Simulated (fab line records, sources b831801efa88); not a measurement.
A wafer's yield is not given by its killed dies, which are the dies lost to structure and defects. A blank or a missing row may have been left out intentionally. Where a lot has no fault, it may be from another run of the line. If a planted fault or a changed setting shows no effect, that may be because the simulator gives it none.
fab line records	flow sky130
[record] lots = 12	wafers = 36	last-day = 50
route steps=708 shown FIELD_ISO@24 PWDE@47 NWELL@63 PAD_OPEN@708
lots untouched by any fault: they come from a run of this same line in which no faults occurred
start-h: hours from the record's opening day to when the first of the lot's shown wafers began	wait-h: hours since the lot's step before	" as in the row above	L1.1+2: one row covering several wafers at once	- value missing, or start not given	* or withheld: withheld	< > ~ a bound
route shown NAME@n: a module of which the file shows steps, and the number in the route of the first	usual: mean/standard deviation taken from wafers without a fault	same: alike in all rows	chamber/n: place in a boat	sites: per-site readings	_std_site: the standard deviation of these	_edge_site: the outer-site mean with the inner-site mean subtracted	radius-mm: for every site, how far away it sits from the centre of the wafer	mask NAME#n: copy n	behind: tool/chamber where the wafer was last shaped	hold: reason for holding the lot/hours on hold/outcome of the hold	device: transistor that didn't switch, given as n, p or np	end of line: tests of these same wafers at the route's end	a step with no rows: only its recipe	killed: dies lost to structure and defects at the first sort, not the wafer's yield	map: shows each die of a wafer: x if killed, . if not, _ if none is there
set.NAME: the run value of the setting; set.NAME@STEP: its run value at that earlier step	model.NAME: the simulator's own value behind a step, which no gauge read
one table for each step of the route and one row for each wafer, over a sample of lots
services: the hour from which a tool's chamber was out of use, counted from the record's first day as start-h (under 0 if before that day), plus the number of hours and why
[[steps]]
[step SKY_FIELD_ISO_THK_MEAS_23]
[recipe] reads = SiO2_of_FIELD_ISO_OXIDATION_22
[usual] FIELD_ISO_OXIDATION_01_THK = 9.85/0.25
lot.wafer	tool	chamber	start-h	wait-h	FIELD_ISO_OXIDATION_01_THK[nm]
L596.1	film-metro-03	-	30.16	0.0	9.81
L596.3	"	-	"	"	9.74
L596.4	"	-	"	"	9.95
L601.1	film-metro-04	-	59.75	0.0	9.57
L601.4	"	-	"	"	9.67
L601.5	"	-	"	"	9.54
L606.1	film-metro-03	-	83.53	0.0	9.45
L606.2	"	-	"	"	9.61
L606.6	"	-	"	"	9.45
L607.1	film-metro-04	-	87.90	0.0	9.43
L607.4	"	-	"	"	9.63
L607.5	"	-	"	"	9.56
L608.3	film-metro-03	-	92.40	0.0	9.80
L608.4	"	-	"	"	9.75
L608.5	"	-	"	"	9.65
L609.1	film-metro-04	-	98.90	0.0	9.99
L609.2	"	-	"	"	10.04
L609.3	"	-	"	"	9.96
L610.1	film-metro-04	-	104.28	0.0	10.15
L610.2	"	-	"	"	10.08
L610.5	"	-	"	"	10.11
L612.1	film-metro-03	-	114.50	0.0	10.35
L612.3	"	-	"	"	10.31
L612.6	"	-	"	"	10.54
L613.1	film-metro-03	-	126.64	0.0	9.76
L613.2	"	-	"	"	9.83
L613.4	"	-	"	"	9.83
L615.2	film-metro-01	-	129.70	0.0	9.89
L615.4	"	-	"	"	9.83
L615.5	"	-	"	"	9.90
L618.1	film-metro-03	-	148.58	0.0	9.66
L618.2	"	-	"	"	9.48
L618.4	"	-	"	"	9.56
L619.3	film-metro-01	-	151.46	0.0	10.18
L619.4	"	-	"	"	9.98
L619.5	"	-	"	"	10.21
[step SKY_PWDE_COAT_02]
[recipe] spin-rpm = 2000	resist-thk-nm = 3000
[usual] chill-plate-temp-C = 23.00/0.1	dispense-pressure-kPa = 50.8/1.3	resist-line-temp-C = 22.97/0.1
lot.wafer	tool	chamber	start-h	wait-h	chill-plate-temp-C	dispense-pressure-kPa	resist-line-temp-C
L596.1	litho-track-04	0	59.85	0.1	22.94	52.4	23.06
L596.3	"	0	"	"	23.09	52.4	22.96
L596.4	"	0	"	"	23.10	52.4	23.06
L601.1	litho-track-01	0	90.38	0.1	22.93	49.3	22.99
L601.4	"	0	"	"	22.92	49.3	23.03
L601.5	"	0	"	"	22.91	49.3	23.08
L606.1	litho-track-04	-	114.35	0.1	-	-	-
L606.2	"	-	"	"	-	-	-
L606.6	"	-	"	"	-	-	-
L607.1	litho-track-04	-	120.70	0.1	-	-	-
L607.4	"	-	"	"	-	-	-
L607.5	"	-	"	"	-	-	-
L608.3	litho-track-01	0	123.68	0.1	22.97	49.2	22.94
L608.4	"	0	"	"	23.06	49.3	22.90
L608.5	"	0	"	"	22.94	49.3	22.90
L609.1	litho-track-02	0	130.30	0.1	22.94	50.7	22.77
L609.2	"	0	"	"	23.02	50.7	22.90
L609.3	"	0	"	"	22.96	50.7	22.83
L610.1	litho-track-04	0	135.60	0.1	22.86	52.3	22.92
L610.2	"	0	"	"	22.97	52.3	22.87
L610.5	"	0	"	"	22.93	52.3	22.86
L612.1	litho-track-04	0	152.10	0.1	23.05	52.2	22.96
L612.3	"	0	"	"	23.10	52.3	23.05
L612.6	"	0	"	"	23.18	52.3	23.01
L613.1	litho-track-04	0	162.20	0.1	23.11	52.3	22.91
L613.2	"	0	"	"	23.13	52.2	22.96
L613.4	"	0	"	"	22.95	52.3	22.97
L615.2	litho-track-04	0	165.92	0.1	22.94	52.2	22.92
L615.4	"	0	"	"	22.74	52.2	22.89
L615.5	"	0	"	"	22.86	52.3	23.02
L618.1	litho-track-04	0	183.90	0.1	23.13	52.2	23.05
L618.2	"	0	"	"	23.00	52.2	22.94
L618.4	"	0	"	"	23.29	52.2	22.91
L619.3	litho-track-04	0	190.50	0.1	23.10	52.3	23.02
L619.4	"	0	"	"	23.09	52.3	23.04
L619.5	"	0	"	"	23.08	52.3	22.93
[step SKY_PWDE_OVL_MEAS_07]
[usual] PWDE_OVL = 0.9/1.6
lot.wafer	tool	chamber	start-h	wait-h	PWDE_OVL[nm]
L596.1	overlay-02	-	67.98	-	1.1
L596.3	"	-	"	"	-0.1
L596.4	"	-	"	"	0.8
L601.1	overlay-02	-	99.23	-	-0.3
L601.4	"	-	"	"	-1.1
L601.5	"	-	"	"	1.6
L606.1	overlay-02	-	123.90	-	-
L606.2	"	-	"	"	-
L606.6	"	-	"	"	-
L607.1	overlay-02	-	130.08	-	-
L607.4	"	-	"	"	-
L607.5	"	-	"	"	-
L608.3	overlay-01	-	133.46	-	2.9
L608.4	"	-	"	"	2.4
L608.5	"	-	"	"	3.4
L609.1	overlay-01	-	139.15	-	0.5
L609.2	"	-	"	"	0.3
L609.3	"	-	"	"	0.9
L610.1	overlay-02	-	144.95	-	2.1
L610.2	"	-	"	"	-0.9
L610.5	"	-	"	"	0.8
L612.1	overlay-02	-	161.53	-	1.3
L612.3	"	-	"	"	-1.5
L612.6	"	-	"	"	3.6
L613.1	overlay-01	-	173.25	-	-0.1
L613.2	"	-	"	"	-0.6
L613.4	"	-	"	"	-1.4
L615.2	overlay-02	-	176.79	-	0.8
L615.4	"	-	"	"	1.0
L615.5	"	-	"	"	1.4
L618.1	overlay-02	-	195.20	-	1.7
L618.2	"	-	"	"	2.2
L618.4	"	-	"	"	1.8
L619.3	overlay-01	-	200.86	-	0.9
L619.4	"	-	"	"	0.7
L619.5	"	-	"	"	1.5
[step SKY_NWELL_OVL_MEAS_10]
[usual] NWELL_00_OVL = 0.6/1.3
lot.wafer	tool	chamber	start-h	wait-h	NWELL_00_OVL[nm]
L596.1	overlay-02	-	84.78	-	1.3
L596.3	"	-	"	"	-0.2
L596.4	"	-	"	"	1.9
L601.1	overlay-02	-	117.58	-	-0.3
L601.4	"	-	"	"	0.3
L601.5	"	-	"	"	-0.1
L606.1	overlay-02	-	142.80	-	0.0
L606.2	"	-	"	"	1.5
L606.6	"	-	"	"	0.7
L607.1	overlay-02	-	148.98	-	-0.1
L607.4	"	-	"	"	0.5
L607.5	"	-	"	"	-0.9
L608.3	overlay-01	-	152.81	-	-1.2
L608.4	"	-	"	"	-0.6
L608.5	"	-	"	"	-1.0
L609.1	overlay-02	-	159.50	-	1.6
L609.2	"	-	"	"	-1.1
L609.3	"	-	"	"	-1.3
L610.1	overlay-01	-	164.67	-	-1.1
L610.2	"	-	"	"	1.4
L610.5	"	-	"	"	2.9
L612.1	overlay-02	-	182.45	-	-1.0
L612.3	"	-	"	"	-1.1
L612.6	"	-	"	"	-0.5
L613.1	overlay-02	-	194.65	-	0.9
L613.2	"	-	"	"	-1.4
L613.4	"	-	"	"	-0.2
L615.2	overlay-01	-	198.20	-	2.2
L615.4	"	-	"	"	0.8
L615.5	"	-	"	"	0.8
L618.1	overlay-02	-	216.30	-	2.9
L618.2	"	-	"	"	0.9
L618.4	"	-	"	"	0.3
L619.3	overlay-02	-	222.76	-	0.7
L619.4	"	-	"	"	-0.7
L619.5	"	-	"	"	-0.7
[step SKY_NWELL_STRIP_25]
[recipe] chemistry = O2/N2	power-w = 1400	pressure-mtorr = 1500	platen-temp-c = withheld	o2-flow-sccm = 3000	n2-flow-sccm = 300	overash-fraction = 0.5
[usual] drypump-motor-current-A = 6.0/0.41	oes-product-au = 0.722/0.0048	strip-time-to-endpoint-s = 36.85/0.11
lot.wafer	tool	chamber	start-h	wait-h	drypump-motor-current-A	oes-product-au	rf-hours-counter-h	strip-time-to-endpoint-s
L596.1	plasma-asher-03	0	102.28	0.1	6.5	0.724	26	36.88
L596.3	"	1	"	"	6.1	0.720	-	36.77
L596.4	"	0	"	"	6.4	0.716	-	36.81
L601.1	plasma-asher-01	0	136.26	0.1	5.1	0.718	44	36.91
L601.4	"	0	"	"	5.2	0.723	-	36.93
L601.5	"	0	"	"	5.1	0.726	-	36.89
L606.1	plasma-asher-03	1	163.32	0.1	6.1	0.728	32	36.96
L606.2	"	0	"	"	6.4	0.720	32	36.93
L606.6	"	1	"	"	6.1	0.720	-	36.92
L607.1	plasma-asher-02	0	169.77	0.1	6.0	0.720	5	36.71
L607.4	"	1	"	"	6.1	0.719	-	36.88
L607.5	"	0	"	"	6.0	0.722	-	36.85
L608.3	plasma-asher-01	1	174.12	0.1	6.1	0.721	-	36.83
L608.4	"	0	"	"	5.1	0.725	-	36.75
L608.5	"	1	"	"	6.1	0.728	-	36.81
L609.1	plasma-asher-02	0	180.37	0.1	6.0	0.714	6	36.90
L609.2	"	1	"	"	6.1	0.721	6	36.94
L609.3	"	1	"	"	6.1	0.724	-	37.05
L610.1	plasma-asher-01	0	186.02	0.1	5.1	0.722	49	36.89
L610.2	"	1	"	"	6.1	0.722	49	36.92
L610.5	"	0	"	"	5.1	0.720	-	36.80
L612.1	plasma-asher-02	0	203.73	0.1	6.0	0.722	8	36.74
L612.3	"	1	"	"	6.2	0.719	-	36.78
L612.6	"	0	"	"	6.0	0.726	-	36.76
L613.1	plasma-asher-03	1	216.67	0.1	6.1	0.716	37	36.91
L613.2	"	0	"	"	6.5	0.727	37	36.76
L613.4	"	0	"	"	6.5	0.721	-	36.77
L615.2	plasma-asher-02	1	219.77	0.1	6.1	0.730	10	36.81
L615.4	"	1	"	"	6.1	0.725	-	36.76
L615.5	"	0	"	"	5.9	0.732	-	36.78
L618.1	plasma-asher-01	1	239.17	0.1	6.1	0.720	55	36.75
L618.2	"	0	"	"	5.1	0.712	55	36.67
L618.4	"	1	"	"	6.0	0.720	-	36.71
L619.3	plasma-asher-02	1	245.42	0.1	6.1	0.724	-	36.97
L619.4	"	0	"	"	6.0	0.727	-	36.88
L619.5	"	1	"	"	6.1	0.726	-	36.82
[step SKY_NWELL_TW_MEAS_26]
[usual] NWELL_2_TW = 495/4.3
lot.wafer	tool	chamber	start-h	wait-h	NWELL_2_TW
L596.1	film-metro-02	-	102.38	0.1	496
L596.3	"	-	"	"	495
L596.4	"	-	"	"	493
L601.1	film-metro-01	-	136.36	0.1	491
L601.4	"	-	"	"	494
L601.5	"	-	"	"	492
L606.1	film-metro-01	-	163.42	0.1	545
L606.2	"	-	"	"	545
L606.6	"	-	"	"	544
L607.1	film-metro-02	-	169.87	0.1	547
L607.4	"	-	"	"	547
L607.5	"	-	"	"	547
L608.3	film-metro-04	-	174.20	0.1	497
L608.4	"	-	"	"	497
L608.5	"	-	"	"	500
L609.1	film-metro-02	-	180.47	0.1	491
L609.2	"	-	"	"	492
L609.3	"	-	"	"	492
L610.1	film-metro-01	-	186.12	0.1	489
L610.2	"	-	"	"	492
L610.5	"	-	"	"	490
L612.1	film-metro-01	-	203.83	0.1	489
L612.3	"	-	"	"	490
L612.6	"	-	"	"	489
L613.1	film-metro-01	-	216.77	0.1	488
L613.2	"	-	"	"	489
L613.4	"	-	"	"	488
L615.2	film-metro-02	-	219.88	0.1	498
L615.4	"	-	"	"	494
L615.5	"	-	"	"	496
L618.1	film-metro-02	-	239.27	0.1	497
L618.2	"	-	"	"	497
L618.4	"	-	"	"	499
L619.3	film-metro-02	-	245.50	0.1	497
L619.4	"	-	"	"	498
L619.5	"	-	"	"	497
[step SKY_PAD_OPEN_PROBE_99]
[usual] killed_at_M0_to_M3 = 45/7	killed_at_M4_up = 3.4/1.8	killed-at-contacts = 24/5.4	killed-at-front-end = 16/4.8	killed-at-other = 0.4/0.62	killed-dies = 89/10	killed-on-rim = 17/3.5	killed-open = 48/7.2	killed-short = 40/6.3
[same] gross-dies = 492	killed-at-back-side = 0
lot.wafer	tool	chamber	start-h	wait-h	killed_at_M0_to_M3	killed_at_M4_up	killed-at-contacts	killed-at-front-end	killed-at-other	killed-dies	killed-on-rim	killed-open	killed-short
L596.1	prober-02	-	1079.46	0.1	36	2	24	16	0	78	14	51	27
L596.3	prober-02	-	1079.56	0.2	36	2	25	12	0	75	11	42	33
L596.4	prober-02	-	1079.61	0.2	31	4	33	8	2	78	14	40	37
L601.1	prober-01	-	1112.56	0.1	36	6	29	17	0	88	20	46	42
L601.4	prober-01	-	1112.71	0.2	54	3	25	12	0	94	19	58	35
L601.5	prober-01	-	1112.76	0.2	44	2	29	20	0	95	18	52	43
L607.1	prober-02	-	1133.35	0.1	43	6	26	417	0	492	96	54	35
L607.4	prober-02	-	1133.50	0.2	50	6	23	413	0	492	96	50	42
L607.5	prober-02	-	1133.55	0.2	39	2	28	423	0	492	96	44	47
L606.1	prober-01	-	1137.13	0.1	50	3	23	416	0	492	96	57	35
L606.2	prober-01	-	1137.18	0.1	45	1	32	414	0	492	96	52	48
L606.6	prober-01	-	1137.38	0.2	38	4	20	430	0	492	96	42	39
L608.3	prober-02	-	1141.59	0.2	44	3	22	22	0	91	20	49	42
L608.4	prober-02	-	1141.64	0.2	41	3	23	18	1	86	18	49	37
L608.5	prober-02	-	1141.69	0.2	56	3	22	13	0	94	15	54	40
L609.1	prober-01	-	1147.98	0.1	42	3	17	13	0	75	14	42	33
L609.2	prober-01	-	1148.03	0.1	41	5	16	16	0	78	17	35	43
L609.3	prober-01	-	1148.08	0.2	40	2	28	11	0	81	17	45	36
L610.1	prober-02	-	1149.97	0.1	41	1	16	14	2	74	12	37	37
L610.2	prober-02	-	1150.02	0.1	41	2	27	13	0	83	21	45	38
L610.5	prober-02	-	1150.17	0.2	49	6	37	17	0	109	26	53	54
L612.1	prober-02	-	1167.37	0.1	52	3	16	22	0	93	18	46	47
L612.3	prober-02	-	1167.47	0.2	37	4	28	17	0	86	19	48	38
L612.6	prober-02	-	1167.62	0.2	40	3	23	18	1	85	21	47	38
L613.1	prober-01	-	1176.77	0.1	52	5	32	13	0	102	17	58	44
L613.2	prober-01	-	1176.82	0.1	49	4	23	29	0	105	19	56	49
L613.4	prober-01	-	1176.92	0.2	44	5	17	15	2	83	16	51	30
L615.2	prober-02	-	1178.01	0.1	40	2	21	9	1	73	15	43	30
L615.4	prober-02	-	1178.11	0.2	39	3	25	26	0	93	13	47	46
L615.5	prober-02	-	1178.16	0.2	45	4	19	7	0	75	16	37	38
L618.1	prober-02	-	1193.86	0.1	32	4	12	19	0	67	10	36	31
L618.2	prober-02	-	1193.91	0.1	35	4	31	11	2	83	18	40	41
L618.4	prober-02	-	1194.01	0.2	40	6	20	15	2	83	16	45	37
L619.3	prober-01	-	1196.27	0.2	45	5	20	13	0	83	15	44	39
L619.4	prober-01	-	1196.32	0.2	47	1	30	14	0	92	22	54	38
L619.5	prober-01	-	1196.37	0.2	37	6	24	16	0	83	20	47	36
// killed by level:class
L596.1 CONTACT:geometric-particle:open=12 VIA2:geometric-particle:open=9 LI_CONTACT:geometric-particle:open=7 VIA1:geometric-particle:open=7 VIA3:geometric-particle:open=5 FIELD_ISO:geometric-particle:short=4 VIA1:geometric-particle:short=4 METAL2:geometric-particle:short=4
L596.3 CONTACT:geometric-particle:open=11 VIA2:geometric-particle:open=7 VIA1:geometric-particle:open=6 LI_CONTACT:geometric-particle:open=5 CONTACT:geometric-particle:short=5 METAL1:geometric-particle:short=5 POLY_GATE:geometric-particle:open=3 POLY_GATE:geometric-particle:short=3
L596.4 LI_CONTACT:geometric-particle:open=9 CONTACT:geometric-particle:open=8 CONTACT:geometric-particle:short=8 METAL2:geometric-particle:short=7 VIA1:geometric-particle:open=7 LOCAL_INTERCONNECT:geometric-particle:short=6 VIA2:geometric-particle:open=5 SPACER:geometric-particle:open=4
L601.1 CONTACT:geometric-particle:open=11 LI_CONTACT:geometric-particle:open=9 FIELD_ISO:geometric-particle:short=8 METAL1:geometric-particle:short=7 VIA1:geometric-particle:short=6 POLY_GATE:geometric-particle:open=5 CONTACT:geometric-particle:short=4 VIA1:geometric-particle:open=4
L601.4 VIA1:geometric-particle:open=18 CONTACT:geometric-particle:open=12 VIA1:geometric-particle:short=7 METAL2:geometric-particle:short=6 VIA3:geometric-particle:open=5 LI_CONTACT:geometric-particle:open=4 LOCAL_INTERCONNECT:geometric-particle:short=4 METAL1:geometric-particle:short=4
L601.5 CONTACT:geometric-particle:open=11 CONTACT:geometric-particle:short=9 METAL2:geometric-particle:short=8 VIA3:geometric-particle:open=7 VIA1:geometric-particle:open=7 VIA1:geometric-particle:short=6 FIELD_ISO:geometric-particle:open=5 POLY_GATE:geometric-particle:short=5
L607.1 PWDE:area-expose=403 VIA1:geometric-particle:open=10 VIA2:geometric-particle:open=9 CONTACT:geometric-particle:open=8 LI_CONTACT:geometric-particle:open=6 VIA3:geometric-particle:open=6 CONTACT:geometric-particle:short=5 FIELD_ISO:geometric-particle:short=4
L607.4 PWDE:area-expose=400 VIA2:geometric-particle:open=10 CONTACT:geometric-particle:open=7 VIA1:geometric-particle:open=7 LI_CONTACT:geometric-particle:open=6 VIA3:geometric-particle:open=6 METAL1:geometric-particle:short=6 FIELD_ISO:geometric-particle:open=5
L607.5 PWDE:area-expose=401 LOCAL_INTERCONNECT:geometric-particle:short=9 CONTACT:geometric-particle:open=9 VIA1:geometric-particle:open=8 POLY_GATE:geometric-particle:open=7 POLY_GATE:geometric-particle:short=7 METAL1:geometric-particle:short=6 METAL2:geometric-particle:short=5
L606.1 PWDE:area-expose=400 VIA3:geometric-particle:open=15 VIA1:geometric-particle:open=10 VIA2:geometric-particle:open=9 LI_CONTACT:geometric-particle:open=7 CONTACT:geometric-particle:open=7 POLY_GATE:geometric-particle:short=5 CONTACT:geometric-particle:short=5
L606.2 PWDE:area-expose=392 CONTACT:geometric-particle:open=15 METAL1:geometric-particle:short=8 VIA2:geometric-particle:open=7 VIA1:geometric-particle:open=7 LOCAL_INTERCONNECT:geometric-particle:short=6 METAL2:geometric-particle:short=6 FIELD_ISO:geometric-particle:open=5
L606.6 PWDE:area-expose=411 VIA3:geometric-particle:open=10 VIA1:geometric-particle:open=8 CONTACT:geometric-particle:open=7 VIA3:geometric-particle:short=6 FIELD_ISO:geometric-particle:short=4 POLY_GATE:geometric-particle:open=4 POLY_CUT:geometric-particle:short=4
L608.3 VIA2:geometric-particle:open=10 VIA1:geometric-particle:short=9 POLY_GATE:geometric-particle:open=7 VIA1:geometric-particle:open=7 CONTACT:geometric-particle:open=6 POLY_GATE:geometric-particle:short=6 LI_CONTACT:geometric-particle:open=6 FIELD_ISO:geometric-particle:open=5
L608.4 VIA2:geometric-particle:open=11 CONTACT:geometric-particle:open=7 VIA1:geometric-particle:open=7 FIELD_ISO:geometric-particle:short=6 POLY_GATE:geometric-particle:open=5 LI_CONTACT:geometric-particle:open=5 LOCAL_INTERCONNECT:geometric-particle:short=5 CONTACT:geometric-particle:short=5
L608.5 VIA1:geometric-particle:open=16 VIA1:geometric-particle:short=8 METAL2:geometric-particle:short=8 VIA3:geometric-particle:open=7 FIELD_ISO:geometric-particle:open=6 LI_CONTACT:geometric-particle:open=6 METAL1:geometric-particle:short=6 VIA2:geometric-particle:open=5
L609.1 VIA1:geometric-particle:open=14 METAL1:geometric-particle:short=6 CONTACT:geometric-particle:open=6 VIA2:geometric-particle:short=5 VIA3:geometric-particle:open=5 FIELD_ISO:geometric-particle:open=4 VIA2:geometric-particle:open=4 FIELD_ISO:geometric-particle:short=3
L609.2 VIA1:geometric-particle:open=9 METAL2:geometric-particle:short=7 METAL1:geometric-particle:short=6 METAL4:geometric-particle:short=5 FIELD_ISO:geometric-particle:short=4 POLY_GATE:geometric-particle:open=4 LI_CONTACT:geometric-particle:open=4 CONTACT:geometric-particle:open=4
L609.3 CONTACT:geometric-particle:open=11 VIA1:geometric-particle:open=11 VIA1:geometric-particle:short=9 LI_CONTACT:geometric-particle:open=6 LOCAL_INTERCONNECT:geometric-particle:short=6 FIELD_ISO:geometric-particle:short=4 VIA2:geometric-particle:open=4 VIA3:geometric-particle:open=3
L610.1 METAL2:geometric-particle:short=8 METAL1:geometric-particle:short=7 VIA1:geometric-particle:open=7 LI_CONTACT:geometric-particle:open=6 FIELD_ISO:geometric-particle:open=5 CONTACT:geometric-particle:open=5 VIA1:geometric-particle:short=4 VIA3:geometric-particle:open=4
L610.2 VIA1:geometric-particle:open=13 CONTACT:geometric-particle:open=12 CONTACT:geometric-particle:short=6 VIA3:geometric-particle:open=6 VIA1:geometric-particle:short=5 FIELD_ISO:geometric-particle:short=4 POLY_GATE:geometric-particle:open=4 LI_CONTACT:geometric-particle:open=4
L610.5 CONTACT:geometric-particle:open=12 VIA1:geometric-particle:short=10 VIA1:geometric-particle:open=10 LI_CONTACT:geometric-particle:open=7 VIA3:geometric-particle:open=6 LOCAL_INTERCONNECT:geometric-particle:short=6 CONTACT:geometric-particle:short=6 METAL4:geometric-particle:short=6
L612.1 VIA3:geometric-particle:open=12 POLY_GATE:geometric-particle:short=10 VIA2:geometric-particle:open=9 METAL2:geometric-particle:short=8 LI_CONTACT:geometric-particle:open=6 METAL1:geometric-particle:short=6 VIA3:geometric-particle:short=5 FIELD_ISO:geometric-particle:open=4
L612.3 CONTACT:geometric-particle:open=11 VIA1:geometric-particle:open=10 LI_CONTACT:geometric-particle:open=8 METAL3:geometric-particle:short=6 LI_CONTACT:geometric-particle:short=5 VIA3:geometric-particle:open=5 FIELD_ISO:geometric-particle:short=4 FIELD_ISO:geometric-particle:open=4
L612.6 LI_CONTACT:geometric-particle:open=10 VIA2:geometric-particle:open=8 POLY_GATE:geometric-particle:open=7 CONTACT:geometric-particle:open=7 VIA1:geometric-particle:open=6 METAL1:geometric-particle:short=6 METAL2:geometric-particle:short=6 VIA2:geometric-particle:short=5
L613.1 VIA1:geometric-particle:open=15 LOCAL_INTERCONNECT:geometric-particle:short=9 VIA3:geometric-particle:open=8 CONTACT:geometric-particle:open=7 METAL1:geometric-particle:short=7 LI_CONTACT:geometric-particle:open=6 VIA2:geometric-particle:open=6 POLY_GATE:geometric-particle:open=5
L613.2 VIA1:geometric-particle:open=13 LOCAL_INTERCONNECT:geometric-particle:short=9 FIELD_ISO:geometric-particle:open=7 POLY_GATE:geometric-particle:open=7 VIA1:geometric-particle:short=7 METAL2:geometric-particle:short=7 FIELD_ISO:geometric-particle:short=6 VIA2:geometric-particle:short=6
L613.4 VIA1:geometric-particle:open=13 VIA2:geometric-particle:open=9 CONTACT:geometric-particle:open=8 VIA3:geometric-particle:open=5 METAL1:geometric-particle:short=5 POLY_GATE:geometric-particle:open=4 POLY_GATE:geometric-particle:short=4 LI_CONTACT:geometric-particle:open=3
L615.2 CONTACT:geometric-particle:open=11 VIA1:geometric-particle:open=8 VIA2:geometric-particle:open=7 METAL2:geometric-particle:short=6 VIA3:geometric-particle:open=5 LOCAL_INTERCONNECT:geometric-particle:short=4 METAL1:geometric-particle:short=4 VIA2:geometric-particle:short=4
L615.4 CONTACT:geometric-particle:open=10 FIELD_ISO:geometric-particle:short=9 VIA2:geometric-particle:open=8 POLY_GATE:geometric-particle:open=6 VIA1:geometric-particle:open=6 METAL1:geometric-particle:short=6 LI_CONTACT:geometric-particle:short=5 METAL2:geometric-particle:short=5
L615.5 METAL1:geometric-particle:short=9 CONTACT:geometric-particle:open=8 VIA1:geometric-particle:open=7 VIA1:geometric-particle:short=6 CONTACT:geometric-particle:short=5 VIA3:geometric-particle:open=5 FIELD_ISO:geometric-particle:open=4 METAL3:geometric-particle:short=4
L618.1 VIA1:geometric-particle:open=9 VIA1:geometric-particle:short=5 FIELD_ISO:geometric-particle:open=4 POLY_GATE:geometric-particle:open=4 LOCAL_INTERCONNECT:geometric-particle:short=4 CONTACT:geometric-particle:open=4 METAL1:geometric-particle:open=4 METAL2:geometric-particle:short=4
L618.2 CONTACT:geometric-particle:open=8 LI_CONTACT:geometric-particle:open=7 VIA3:geometric-particle:open=7 LOCAL_INTERCONNECT:geometric-particle:short=6 CONTACT:geometric-particle:short=6 METAL2:geometric-particle:short=5 VIA2:geometric-particle:open=5 POLY_GATE:geometric-particle:open=4
L618.4 VIA3:geometric-particle:open=12 CONTACT:geometric-particle:open=8 VIA1:geometric-particle:open=7 POLY_GATE:geometric-particle:open=5 LI_CONTACT:geometric-particle:open=5 CONTACT:geometric-particle:short=4 METAL1:geometric-particle:short=4 VIA3:geometric-particle:short=4
L619.3 VIA1:geometric-particle:open=10 LI_CONTACT:geometric-particle:open=8 VIA2:geometric-particle:open=7 VIA2:geometric-particle:short=6 CONTACT:geometric-particle:open=5 VIA1:geometric-particle:short=5 FIELD_ISO:geometric-particle:short=4 METAL2:geometric-particle:short=4
L619.4 CONTACT:geometric-particle:open=13 VIA1:geometric-particle:open=12 VIA2:geometric-particle:open=10 CONTACT:geometric-particle:short=7 VIA1:geometric-particle:short=6 LI_CONTACT:geometric-particle:open=5 VIA3:geometric-particle:open=5 FIELD_ISO:geometric-particle:short=4
L619.5 VIA1:geometric-particle:open=14 CONTACT:geometric-particle:open=7 CONTACT:geometric-particle:short=7 FIELD_ISO:geometric-particle:open=6 LI_CONTACT:geometric-particle:open=5 METAL4:geometric-particle:short=5 POLY_GATE:geometric-particle:short=4 VIA2:geometric-particle:open=4
[[services]]
tool	chamber	start-h	hours	kind
plasma-asher-01	-	103.98	0.7	repair
plasma-asher-02	-	108.75	9.0	pm
plasma-asher-02	0	108.75	9.0	vent-cycle
plasma-asher-02	1	108.75	9.0	vent-cycle
plasma-asher-02	0	117.75	-	clean
plasma-asher-02	1	117.75	-	clean
plasma-asher-01	-	126.29	1.1	repair
plasma-asher-02	-	149.69	2.3	repair
plasma-asher-03	-	226.11	2.4	repair
[[key]]
[first-sign] step = SKY_PWDE_COAT_02	reading = tool-record	direction = missing
[effect] step = SKY_PWDE_OVL_MEAS_07	reading = PWDE_OVL	direction = missing
[effect] step = SKY_NWELL_TW_MEAS_26	reading = NWELL_2_TW	direction = up	sigmas = 12	usual = 495	struck = 546
[effect] step = SKY_PAD_OPEN_PROBE_99	reading = killed-at-front-end	direction = up	sigmas = 84	usual = 16	struck = 419
[more-kills-born-at] SKY_PWDE_EXPOSE_04@iline-stepper-01 = 2407
met-at SKY_PWDE_COAT_02
struck-lots L606,L607
tester-left-out L606,L607
not-acting-at SKY_FIELD_ISO_THK_MEAS_23,SKY_NWELL_OVL_MEAS_10,SKY_NWELL_STRIP_25
onset-between 59.85 114.35
[fault] kind = skipped-step-whole	tool = litho-track-04	chamber = -	onset-h = 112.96	steps = SKY_PWDE_COAT_02	scope = struck-lots-only
// tester-left-out: of these lots the tester's yield and bins aren't shown, on N5 and GAA mostly nor the transistor test; their killed dies are dies lost to structure and defects alone, not to doping, threshold or leakage, so they don't give the yield
